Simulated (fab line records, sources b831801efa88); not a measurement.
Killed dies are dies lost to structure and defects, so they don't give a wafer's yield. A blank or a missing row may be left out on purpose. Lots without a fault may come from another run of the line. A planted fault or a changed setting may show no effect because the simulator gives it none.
fab line records | flow sfq_line | part 1 of 2: steps 1 to 27 of 36
record lots=5 wafers=15 last_day=80
route steps=325 shown M6@260 I6@266 M7@281 I7@296
lots that met no fault: from a run of the same line without faults
start_h: hours from the record's first day to the start of the lot's first wafer shown | wait_h: hours since the lot's step before | " the same as in the row above | L1.1+2: a row that stands for several wafers | - no value, or no start given | * or withheld: withheld | < > ~ a bound
route shown NAME@n: a module of which the file shows steps, and the number in the route of the first | usual: mean/standard deviation of fault-free wafers | same: alike in all rows | chamber/n: place in a boat | sites: the reading at each site | _std_site: their standard deviation | _edge_site: outer sites' mean less inner sites' | radius_mm: how far each site lies from the wafer's centre | mask NAME#n: copy n | behind: the tool/chamber that last shaped the wafer | hold: why the lot was held/for how many hours/how that ended | device: the transistor (n, p or np) that didn't switch | end of line: the same wafers' tests at the end of the route | a step without rows: its recipe alone | killed: dies lost to structure and defects at the first sort, not the wafer's yield | map: a wafer's dies, x killed, . not, _ none there
set.NAME: the setting as run; set.NAME@STEP: as run at that earlier step | model.NAME: the simulator's own value behind a step, which no gauge read
lots at some steps of the route; a table a step, a row a wafer
services: from which hour (start_h, from the record's first day; less than 0 if before it) a tool's chamber was out of use, for how many hours, and why
## steps
# step SFQ_TRILAYER_M6_LITHO_DEVELOP_161
# recipe time_s=60 resist=KrF
# same time_s=60
# columns lot.wafer tool chamber start_h wait_h
L078.1+2+3 litho_track-02 0 1463.63 0.1
L079.1+4+6 litho_track-02 0 1466.03 0.1
L086.1+2+4 litho_track-02 0 1696.01 0.1
L094.3+5+6 litho_track-02 0 1775.71 0.1
L096.2+4+6 litho_track-03 0 1801.25 0.1
# step SFQ_M6_OVL_MEAS_940
# usual M6_OVL=4/5.4
# columns lot.wafer tool chamber start_h wait_h M6_OVL[nm]
L078.1 overlay-02 - 1463.78 0.1 11
L078.2 " - " " 9
L078.3 " - " " 7
L079.1 overlay-02 - 1466.18 0.1 6
L079.4 " - " " 1
L079.6 " - " " 1
L086.1 overlay-01 - 1696.16 0.1 8
L086.2 " - " " 14
L086.4 " - " " 10
L094.3 overlay-02 - 1775.82 0.1 3
L094.5 " - " " 0
L094.6 " - " " 0
L096.2 overlay-01 - 1801.38 0.1 -3
L096.4 " - " " 3
L096.6 " - " " 3
# step SFQ_TRILAYER_M6_BARC_OPEN_METAL_ETCH_206
# recipe mask_material=PR chemistry=O2 target_depth_nm=125 target=BARC icp_w=600 bias_w=80 pressure_mtorr=10 time_s=41.7
# usual bias_w=80.00/0.26 drypump_motor_current_A=6.0/0.53 oes_product_au=0.685/0.0043 rf_fwd_power_W=593.5/2
# same time_s=41.7
# columns lot.wafer tool chamber start_h wait_h bias_w drypump_motor_current_A oes_product_au rf_fwd_power_W rf_hours_counter_h
L078.1 rie_metal-04 0 1463.82 0.0 79.70 6.2 0.680 592.5 143
L078.2 " 1 " " 80.02 5.0 0.688 593.7 108
L078.3 " 1 " " 80.27 5.0 0.678 596.0 -
L079.1 rie_metal-01 0 1466.22 0.0 79.67 5.9 0.683 592.2 128
L079.4 " 1 " " 80.01 6.1 0.680 594.7 -
L079.6 " 1 " " 80.08 6.1 0.685 595.1 -
L086.1 rie_metal-04 0 1696.19 0.0 79.27 6.2 0.679 591.4 27
L086.2 " 1 " " 79.78 5.0 0.684 592.0 149
L086.4 " 0 " " 79.40 6.2 0.684 593.3 -
L094.3 rie_metal-03 1 1775.86 0.0 79.91 6.5 0.685 590.5 -
L094.5 " 0 " " 80.43 6.3 0.680 594.4 -
L094.6 " 1 " " 80.16 6.5 0.682 595.9 -
L096.2 rie_metal-04 0 1801.41 0.0 79.60 6.2 0.685 589.5 44
L096.4 " 0 " " 79.88 6.2 0.693 592.1 -
L096.6 " 1 " " 79.74 5.0 0.689 592.0 -
# step SFQ_TRILAYER_M6_ETCH_METAL_ETCH_162
# recipe target=Nb stop_on=SiO2 mask_material=PR chemistry=Cl2/Ar target_depth_nm=240 icp_w=600 bias_w=80 pressure_mtorr=10 time_s=120
# usual bias_w=80.03/0.22 drypump_motor_current_A=6.0/0.53 oes_product_au=0.893/0.0073 rf_fwd_power_W=596.5/2
# same time_s=120
# columns lot.wafer tool chamber start_h wait_h bias_w drypump_motor_current_A oes_product_au rf_fwd_power_W rf_hours_counter_h
L078.1 rie_metal-04 0 1463.88 0.0 80.07 6.2 0.887 595.4 143
L078.2 " 1 " " 80.34 5.1 0.902 598.4 108
L078.3 " 1 " " 79.88 5.0 0.877 596.8 -
L079.1 rie_metal-01 0 1466.30 0.1 79.70 5.9 0.895 596.0 128
L079.4 " 1 " " 80.05 6.0 0.888 597.5 -
L079.6 " 1 " " 79.96 6.1 0.883 596.2 -
L086.1 rie_metal-04 0 1696.25 0.0 79.93 6.2 0.908 593.9 28
L086.2 " 1 " " 79.93 5.0 0.898 596.5 149
L086.4 " 0 " " 80.01 6.1 0.900 594.8 -
L094.3 rie_metal-03 1 1775.94 0.1 79.74 6.4 0.891 595.1 -
L094.5 " 0 " " 79.90 6.3 0.892 598.8 -
L094.6 " 1 " " 79.67 6.4 0.891 594.3 -
L096.2 rie_metal-04 0 1801.47 0.0 80.03 6.2 0.901 597.7 44
L096.4 " 0 " " 80.16 6.2 0.892 595.7 -
L096.6 " 1 " " 79.63 5.0 0.895 596.0 -
# step SFQ_TRILAYER_M6_STRIP_STRIP_163
# recipe gas=O2 power_w=200 platen_temp_c=40 overash_fraction=0.65 chemistry=O2 pressure_mtorr=50
# usual drypump_motor_current_A=6.0/0.53 oes_product_au=0.996/0.0088
# columns lot.wafer tool chamber start_h wait_h drypump_motor_current_A oes_product_au rf_hours_counter_h
L078.1 rie_metal-04 0 1464.00 0.1 6.2 0.997 143
L078.2 " 1 " " 5.0 0.980 109
L078.3 " 1 " " 5.0 0.981 -
L079.1 rie_metal-01 0 1466.47 0.1 5.8 1.006 128
L079.4 " 1 " " 6.0 0.985 -
L079.6 " 1 " " 6.0 0.995 -
L086.1 rie_metal-04 0 1696.38 0.1 6.2 0.997 28
L086.2 " 1 " " 5.0 0.995 149
L086.4 " 0 " " 6.2 0.992 -
L094.3 rie_metal-03 1 1776.23 0.2 6.5 0.987 -
L094.5 " 0 " " 6.3 0.998 -
L094.6 " 1 " " 6.4 0.997 -
L096.2 rie_metal-04 0 1801.60 0.1 6.2 1.000 44
L096.4 " 0 " " 6.2 0.994 -
L096.6 " 1 " " 5.0 0.997 -
# step SFQ_TRILAYER_M6_STRIP_SOLV_CLEAN_164
# recipe chemistry=NMP temp_c=70 time_s=600
# same time_s=600
# columns lot.wafer tool chamber start_h wait_h
L078.1+2+3 wet_bench-02 0,3,4 1464.60 0.4
L079.1+4+6 wet_bench-04 1,3,5 1467.27 0.5
L086.1+2+4 wet_bench-03 7,2,6 1696.98 0.4
L094.3+5+6 wet_bench-02 0,6,3 1776.63 0.2
L096.2+4+6 wet_bench-04 1,0,4 1802.20 0.4
# step SFQ_TRILAYER_I6_DEP_PECVD_165
# recipe material=SiO2 temp_c=150 time_s=111.11 pressure_torr=2.4 rf_w=183.3 precursor=SiH4/N2O target_thk_nm=500
# usual heater_power_w=82/17 rf_fwd_power_W=182.5/0.58 throttle_valve_pct=24.0/1.1
# same time_s=111.11
# columns lot.wafer tool chamber start_h wait_h heater_power_w rf_fwd_power_W throttle_valve_pct
L078.1 pecvd-04 1 1464.78 0.0 112 183.0 24.3
L078.2 " 2 " " 96 181.2 23.5
L078.3 " 0 " " 60 182.1 24.1
L079.1 pecvd-01 1 1467.44 0.0 86 182.6 26.6
L079.4 " 1 " " 90 182.4 26.8
L079.6 " 1 " " 91 181.9 26.7
L086.1 pecvd-03 1 1697.15 0.0 85 182.5 23.1
L086.2 " 0 " " 62 183.1 23.4
L086.4 " 0 " " 50 182.2 23.3
L094.3 pecvd-01 2 1776.80 0.0 76 183.1 22.8
L094.5 " 1 " " 88 182.7 24.2
L094.6 " 0 " " 85 183.4 23.6
L096.2 pecvd-01 2 1802.37 0.0 90 181.9 22.5
L096.4 " 2 " " 74 181.5 22.9
L096.6 " 1 " " 90 182.7 24.0
# step SFQ_TRILAYER_I6_CMP_CMP_166
# recipe material=SiO2 down_force_psi=3 platen_rpm=60 pad_velocity_m_s=0.94248
# usual motor_current_A=10.0/0.87 slurry_filter_dp_kPa=13.48/0.15 time_to_endpoint_s=214/9.1
# columns lot.wafer tool chamber start_h wait_h motor_current_A slurry_filter_dp_kPa time_to_endpoint_s
L078.3 cmp-01 1 1464.86 0.0 11.9 13.45 206
L078.2 " 2 " " 9.8 13.39 208
L078.1 " 3 " " 9.9 13.55 210
L079.1 cmp-02 0 1467.56 0.1 9.0 13.58 215
L079.4 " 3 1469.06 1.5 9.5 13.65 223
L079.6 " 1 1470.06 2.5 8.9 13.42 232
L086.1 cmp-02 3 1697.23 0.0 9.9 13.47 230
L086.4 " 0 " " 9.3 13.36 222
L086.2 " 2 1698.73 1.5 10.7 13.37 213
L094.3 cmp-01 3 1783.36 6.5 9.8 13.44 212
L094.6 " 2 1784.86 8.0 9.4 13.50 211
L094.5 " 3 " " 8.9 13.63 226
L096.2 cmp-02 0 1803.45 1.0 9.3 13.51 209
L096.4 " 1 " " 8.6 13.40 227
L096.6 " 3 1804.95 2.5 10.2 13.41 227
# step SFQ_I6_BOW_MEAS_941
# recipe mode=bow
# usual I6_BOW=8/10
# columns lot.wafer tool chamber start_h wait_h I6_BOW[um]
L078.1 film_metro-04 - 1467.86 1.5 15
L078.2 " - " " 25
L078.3 " - " " 13
L079.1 film_metro-02 - 1470.56 2.5 28
L079.4 " - " " 9
L079.6 " - " " 12
L086.1 film_metro-04 - 1700.23 2.5 5
L086.2 " - " " 0
L086.4 " - " " 8
L094.3 film_metro-02 - 1785.90 2.0 12
L094.5 " - " " 8
L094.6 " - " " 9
L096.2 film_metro-02 - 1805.47 1.5 13
L096.4 " - " " 9
L096.6 " - " " 11
# step SFQ_TRILAYER_I6_METRO_MEASURE_167
# usual thk_nm=199.1/1.4
# columns lot.wafer tool chamber start_h wait_h thk_nm
L078.1 film_metro-04 - 1467.98 0.1 200.2
L078.2 " - " " 199.3
L078.3 " - " " 198.9
L079.1 film_metro-02 - 1470.68 0.1 198.9
L079.4 " - " " 199.3
L079.6 " - " " 200.4
L086.1 film_metro-04 - 1700.35 0.1 200.8
L086.2 " - " " 198.5
L086.4 " - " " 199.5
L094.3 film_metro-02 - 1786.38 0.5 198.1
L094.5 " - " " 199.4
L094.6 " - " " 197.1
L096.2 film_metro-02 - 1805.77 0.3 197.3
L096.4 " - " " 200.7
L096.6 " - " " 199.5
# step SFQ_TRILAYER_I6_VIA_LITHO_COAT_174
# recipe resist=BARC spin_rpm=3000 resist_thk_nm=62
# columns lot.wafer tool chamber start_h wait_h
L078.1+2+3 litho_track-03 0 1469.18 1.0
L079.1+4+6 litho_track-03 0 1471.88 1.0
L086.1+2+4 litho_track-04 0 1701.55 1.0
L094.3+5+6 litho_track-01 0 1787.28 0.7
L096.2+4+6 litho_track-03 0 1806.82 0.8
# step SFQ_TRILAYER_I6_VIA_LITHO_COAT_169
# recipe resist=KrF spin_rpm=3000 resist_thk_nm=650
# columns lot.wafer tool chamber start_h wait_h
L078.1+2+3 litho_track-03 0 1469.48 0.2
L079.1+4+6 litho_track-03 0 1472.18 0.2
L086.1+2+4 litho_track-04 0 1701.85 0.2
L094.3+5+6 litho_track-01 0 1787.58 0.2
L096.2+4+6 litho_track-03 0 1807.12 0.2
# step SFQ_TRILAYER_I6_VIA_LITHO_SOFTBAKE_173
# recipe temp_c=withheld time_s=withheld resist=KrF
# columns lot.wafer tool chamber start_h wait_h
L078.1+2+3 litho_track-03 0 1469.78 0.2
L079.1+4+6 litho_track-03 0 1472.48 0.2
L086.1+2+4 litho_track-04 0 1702.15 0.2
L094.3+5+6 litho_track-01 0 1787.83 0.2
L096.2+4+6 litho_track-03 0 1807.40 0.2
# step SFQ_TRILAYER_I6_VIA_LITHO_EXPOSE_170
# recipe mask_id=I6 na=0.6 source_shape=conventional sigma_outer=0.65 target_cd_nm=700 dose_mj=21.3
# columns lot.wafer tool chamber start_h wait_h mask
L078.1+2+3 krf_scanner-02 0 1474.28 - I6#0
L079.1+4+6 krf_scanner-02 0 1475.48 - I6#0
L086.1+2+4 krf_scanner-01 0 1702.83 - I6#0
L094.3+5+6 krf_scanner-01 0 1792.53 - I6#0
L096.2+4+6 krf_scanner-02 0 1897.11 - I6#0
# step SFQ_TRILAYER_I6_VIA_LITHO_PEB_172
# recipe peb_temp_c=115 peb_time_s=60 resist=KrF
# columns lot.wafer tool chamber start_h wait_h
L078.1+2+3 litho_track-04 0 1475.48 1.0
L079.1+4+6 litho_track-01 0 1476.68 1.0
L086.1+2+4 litho_track-04 0 1704.03 1.0
L094.3+5+6 litho_track-03 0 1793.38 0.7
L096.2+4+6 litho_track-04 0 1898.14 0.8
# step SFQ_TRILAYER_I6_VIA_LITHO_DEVELOP_171
# recipe time_s=60 resist=KrF
# same time_s=60
# columns lot.wafer tool chamber start_h wait_h
L078.1+2+3 litho_track-04 0 1475.63 0.1
L079.1+4+6 litho_track-01 0 1476.83 0.1
L086.1+2+4 litho_track-04 0 1704.18 0.1
L094.3+5+6 litho_track-03 0 1793.53 0.1
L096.2+4+6 litho_track-04 0 1898.29 0.1
# step SFQ_I6_OVL_MEAS_942
# usual I6_OVL=1/6
# columns lot.wafer tool chamber start_h wait_h I6_OVL[nm]
L078.1 overlay-02 - 1475.78 0.1 5
L078.2 " - " " -4
L078.3 " - " " -2
L079.1 overlay-01 - 1476.98 0.1 8
L079.4 " - " " 2
L079.6 " - " " 5
L086.1 overlay-01 - 1704.33 0.1 9
L086.2 " - " " 13
L086.4 " - " " 16
L094.3 overlay-02 - 1793.64 0.1 9
L094.5 " - " " 2
L094.6 " - " " 11
L096.2 overlay-02 - 1898.42 0.1 11
L096.4 " - " " 16
L096.6 " - " " 13
# step SFQ_TRILAYER_I6_VIA_BARC_OPEN_VIA_ETCH_235
# recipe mask_material=PR chemistry=O2 target_depth_nm=125 target=BARC source_w=500 bias_w=80 pressure_mtorr=30 time_s=41.7
# usual bias_w=80.03/0.26 drypump_motor_current_A=5.7/0.44 oes_product_au=0.685/0.0045 rf_fwd_power_W=494.8/2.1
# same time_s=41.7
# columns lot.wafer tool chamber start_h wait_h bias_w drypump_motor_current_A oes_product_au rf_fwd_power_W rf_hours_counter_h
L078.1 rie_diel-04 2 1475.82 0.0 80.29 6.2 0.684 495.9 18
L078.2 " 3 " " 80.37 5.6 0.674 494.5 3
L078.3 " 1 " " 80.13 6.2 0.684 493.3 16
L079.1 rie_diel-03 0 1477.02 0.0 80.06 5.2 0.695 496.4 2
L079.4 " 1 " " 80.08 5.6 0.687 490.4 15
L079.6 " 3 " " 80.19 6.2 0.684 496.9 -
L086.1 rie_diel-04 1 1704.36 0.0 79.49 6.3 0.679 497.2 19
L086.2 " 3 " " 79.83 5.6 0.679 495.0 6
L086.4 " 3 " " 79.91 5.6 0.687 491.7 -
L094.3 rie_diel-04 3 1793.67 0.0 80.20 5.6 0.681 494.3 7
L094.5 " 2 " " 79.90 6.2 0.690 494.4 -
L094.6 " 1 " " 79.76 6.3 0.687 495.9 -
L096.2 rie_diel-03 1 1898.45 0.0 79.86 5.6 0.685 494.2 21
L096.4 " 0 " " 80.40 5.2 0.694 495.4 9
L096.6 " 2 " " 80.86 6.1 0.687 491.6 -
# step SFQ_TRILAYER_I6_VIA_ETCH_VIA_ETCH_172
# recipe target=SiO2 stop_on=Nb mask_material=PR taper_deg=20 chemistry=CHF3 target_depth_nm=260 source_w=500 bias_w=80 pressure_mtorr=30 time_s=withheld
# usual bias_w=79.99/0.24 drypump_motor_current_A=5.7/0.44 oes_product_au=0.853/0.006 rf_fwd_power_W=498.2/1.6
# columns lot.wafer tool chamber start_h wait_h bias_w drypump_motor_current_A oes_product_au rf_fwd_power_W
L078.1 rie_diel-04 2 1475.86 0.0 79.68 6.2 0.856 496.3
L078.2 " 3 " " 80.07 5.6 0.847 498.1
L078.3 " 1 " " 79.77 6.2 0.856 499.8
L079.1 rie_diel-03 0 1477.06 0.0 79.89 5.2 0.852 496.6
L079.4 " 1 " " 79.61 5.6 0.852 497.0
L079.6 " 3 " " 79.90 6.1 0.855 497.9
L086.1 rie_diel-04 1 1704.40 0.0 79.69 6.2 0.864 498.7
L086.2 " 3 " " 80.16 5.6 0.854 497.1
L086.4 " 3 " " 80.16 5.6 0.846 497.9
L094.3 rie_diel-04 3 1793.71 0.0 79.50 5.6 0.851 498.2
L094.5 " 2 " " 80.01 6.2 0.845 498.6
L094.6 " 1 " " 79.96 6.2 0.849 498.8
L096.2 rie_diel-03 1 1898.49 0.0 80.26 5.6 0.849 495.9
L096.4 " 0 " " 80.53 5.2 0.856 498.0
L096.6 " 2 " " 80.29 6.1 0.854 498.5
# step SFQ_TRILAYER_I6_VIA_STRIP_STRIP_173
# recipe gas=O2 power_w=200 platen_temp_c=40 overash_fraction=0.65 chemistry=O2 pressure_mtorr=50
# usual drypump_motor_current_A=6.0/0.58 oes_product_au=0.996/0.0079
# columns lot.wafer tool chamber start_h wait_h drypump_motor_current_A oes_product_au rf_hours_counter_h
L078.1 rie_metal-04 0 1475.97 - 6.2 1.000 144
L078.2 " 1 " " 5.0 0.996 110
L078.3 " 1 " " 5.0 0.994 -
L079.1 rie_metal-02 0 1477.17 - 4.8 1.014 30
L079.4 " 1 " " 6.0 0.996 -
L079.6 " 0 " " 4.8 1.016 -
L086.1 rie_metal-03 1 1704.52 - 6.5 0.988 53
L086.2 " 0 " " 6.3 1.006 63
L086.4 " 1 " " 6.5 0.993 -
L094.3 rie_metal-03 0 1794.02 - 6.3 1.005 -
L094.5 " 0 " " 6.3 0.998 -
L094.6 " 1 " " 6.4 0.993 -
L096.2 rie_metal-04 1 1898.60 - 5.1 1.003 20
L096.4 " 1 " " 5.0 1.008 -
L096.6 " 1 " " 5.0 1.002 -
# step SFQ_TRILAYER_I6_VIA_STRIP_SOLV_CLEAN_174
# recipe chemistry=NMP temp_c=70 time_s=600
# same time_s=600
# columns lot.wafer tool chamber start_h wait_h
L078.1+2+3 wet_bench-02 5,2,0 1476.57 0.4
L079.1+4+6 wet_bench-01 0,4,5 1477.77 0.4
L086.1+2+4 wet_bench-03 4,1,6 1705.12 0.4
L094.3+5+6 wet_bench-02 3,4,2 1794.42 0.2
L096.2+4+6 wet_bench-01 1,0,7 1899.20 0.4
# step SFQ_TRILAYER_M7_DEP_PRE_CLEAN_176
# recipe gas=Ar time_s=22.5 bias_v=250
# same time_s=22.5
# columns lot.wafer tool chamber start_h wait_h
L078.1+2+3 pvd_sputter-04 - 1476.75 0.0
L079.1+4+6 pvd_sputter-03 - 1477.95 0.0
L086.1+2+4 pvd_sputter-03 - 1705.29 0.0
L094.3+5+6 pvd_sputter-03 - 1794.61 0.0
L096.2+4+6 pvd_sputter-04 - 1899.38 0.0
# step SFQ_TRILAYER_M7_DEP_SPUTTER_175
# recipe material=Nb base_pressure_pa=1.33e-06 chamber_pressure_pa=0.1333 substrate_temp_c=20 target_thk_nm=200 power_w=2000 time_s=133.3
# usual throttle_valve_pct=30.2/0.92
# same time_s=133.3
# columns lot.wafer tool chamber start_h wait_h throttle_valve_pct
L078.1 pvd_sputter-04 - 1476.78 0.0 28.8
L078.2 " - " " 30.5
L078.3 " - " " 31.8
L079.1 pvd_sputter-03 - 1477.98 0.0 30.4
L079.4 " - " " 30.8
L079.6 " - " " 30.3
L086.1 pvd_sputter-03 - 1705.32 0.0 30.4
L086.2 " - " " 29.0
L086.4 " - " " 31.4
L094.3 pvd_sputter-03 - 1794.64 0.0 28.8
L094.5 " - " " 29.0
L094.6 " - " " 31.7
L096.2 pvd_sputter-04 - 1899.41 0.0 29.7
L096.4 " - " " 31.8
L096.6 " - " " 31.4
# step SFQ_M7_RS_MEAS_943
# recipe thk_meas_gauge=four-point-probe reads=Nb_of_TRILAYER_M7_DEP_SPUTTER_175
# usual M7_NB_RS=0.887/0.0083
# columns lot.wafer tool chamber start_h wait_h M7_NB_RS[ohm/sq]
L078.1 film_metro-01 - 1476.87 0.0 0.894
L078.2 " - " " 0.886
L078.3 " - " " 0.892
L079.1 film_metro-03 - 1478.07 0.0 0.894
L079.4 " - " " 0.884
L079.6 " - " " 0.900
L086.1 film_metro-01 - 1705.41 0.0 0.908
L086.2 " - " " 0.892
L086.4 " - " " 0.903
L094.3 film_metro-01 - 1794.77 0.1 0.882
L094.5 " - " " 0.883
L094.6 " - " " 0.897
L096.2 film_metro-01 - 1899.52 0.1 0.895
L096.4 " - " " 0.877
L096.6 " - " " 0.878
# step SFQ_TRILAYER_M7_LITHO_COAT_182
# recipe resist=BARC spin_rpm=3000 resist_thk_nm=62
# columns lot.wafer tool chamber start_h wait_h
L078.1+2+3 litho_track-04 0 1477.05 0.1
L079.1+4+6 litho_track-02 0 1478.25 0.1
L086.1+2+4 litho_track-02 0 1705.59 0.1
L094.3+5+6 litho_track-02 0 1795.01 0.1
L096.2+4+6 litho_track-02 0 1899.73 0.1
# step SFQ_TRILAYER_M7_LITHO_COAT_177
# recipe resist=KrF spin_rpm=3000 resist_thk_nm=600
# columns lot.wafer tool chamber start_h wait_h
L078.1+2+3 litho_track-04 0 1477.35 0.2
L079.1+4+6 litho_track-02 0 1478.55 0.2
L086.1+2+4 litho_track-02 0 1705.89 0.2
L094.3+5+6 litho_track-02 0 1795.31 0.2
L096.2+4+6 litho_track-02 0 1900.03 0.2
# step SFQ_TRILAYER_M7_LITHO_SOFTBAKE_181
# recipe temp_c=withheld time_s=withheld resist=KrF
# columns lot.wafer tool chamber start_h wait_h
L078.1+2+3 litho_track-04 0 1477.65 0.2
L079.1+4+6 litho_track-02 0 1478.85 0.2
L086.1+2+4 litho_track-02 0 1706.19 0.2
L094.3+5+6 litho_track-02 0 1795.56 0.2
L096.2+4+6 litho_track-02 0 1900.30 0.2
